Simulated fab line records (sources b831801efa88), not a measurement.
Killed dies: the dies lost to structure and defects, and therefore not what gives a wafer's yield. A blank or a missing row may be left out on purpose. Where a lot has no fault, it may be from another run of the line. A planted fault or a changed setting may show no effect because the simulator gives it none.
2 desks, one fault || flow sfq_line || each desk holds nothing but its own numbers, with what lay behind them at the end

== FROM THE METROLOGY DESK ==
What the gauges read, lot by lot, whatever tool the lot ran on: means of the sampled wafers that have a number. A lot is out of limits, marked OUT, if its mean lies more than 4 standard deviations from the usual mean; the brackets give that distance.
Columns: A = M6_NB_RS at SFQ_M6_RS_MEAS_938, usual 0.882 ohm/sq; B = M6_OVL at SFQ_M6_OVL_MEAS_940, usual -2 nm
{"lot": "L695", "first seen here": "day 63 15:27", "A": 0.882, "B": 4}
{"lot": "L697", "first seen here": "day 64 00:32", "A": 0.877, "B": -3}
{"lot": "L705", "first seen here": "day 66 12:14", "A": 0.890, "B": -6}
{"lot": "L711", "first seen here": "day 67 11:52", "A": 0.887, "B": 1}
{"lot": "L713", "first seen here": "day 67 14:15", "A": 0.878, "B": 1}
{"lot": "L715", "first seen here": "day 68 01:03", "A": 0.869, "B": -4}
Finding of this desk: none of the 6 lots has anything out of limits.

== AT THE TOOL OWNER'S DESK: rie_metal-03 ==
The tool's own readings at SFQ_TRILAYER_M6_BARC_OPEN_METAL_ETCH_206 (etches BARC in O2, target depth 125 nm, time 41.7 s): means of the sampled wafers that have a number, for each lot that ran on this tool. A lot is out of limits, marked OUT, if its mean lies more than 4 standard deviations from the usual mean; the brackets give that distance.
Columns: A = drypump_motor_current_A at SFQ_TRILAYER_M6_BARC_OPEN_METAL_ETCH_206, usual 5.9 A; B = oes_product_au at SFQ_TRILAYER_M6_BARC_OPEN_METAL_ETCH_206, usual 0.684 a.u.; C = run_length_s at SFQ_TRILAYER_M6_BARC_OPEN_METAL_ETCH_206, usual 70.1 s
{"lot": "L695", "first seen here": "day 63 17:55", "A": 6.6, "B": 0.685, "C": 69.9}
{"lot": "L697", "first seen here": "day 64 03:07", "A": 6.4, "B": 0.683, "C": 70.3}
{"lot": "L711", "first seen here": "day 72 05:11", "A": 6.5, "B": "0.762 (+18) OUT", "C": "64.8 (-14) OUT"}
{"lot": "L713", "first seen here": "day 72 10:07", "A": 6.3, "B": "0.738 (+12) OUT", "C": "66.9 (-8.4) OUT"}
This desk's verdict: out of limits on L711, L713, starting with L711 at day 72 05:11 (oes_product_au at SFQ_TRILAYER_M6_BARC_OPEN_METAL_ETCH_206). L695, L697 stayed within limits.

== BROUGHT TOGETHER ==
On L711, L713, at day 72 05:11, an alarm was possible from the tool owner's desk.
Nothing out of limits was seen by the metrology desk.
The metrology desk has L711, L713 on record, within its limits.
SFQ_TRILAYER_M6_BARC_OPEN_METAL_ETCH_206 was run on rie_metal-03 by each of the lots named.

== WHAT THE SIMULATOR HAD INSERTED ==
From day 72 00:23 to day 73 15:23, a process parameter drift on rie_metal-03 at SFQ_TRILAYER_M6_BARC_OPEN_METAL_ETCH_206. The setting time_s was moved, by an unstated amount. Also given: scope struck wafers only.
Shown lots that were struck: L711, L713.
Each desk's first reading out of limits, in hours after the fault started: the tool owner's desk, 5.
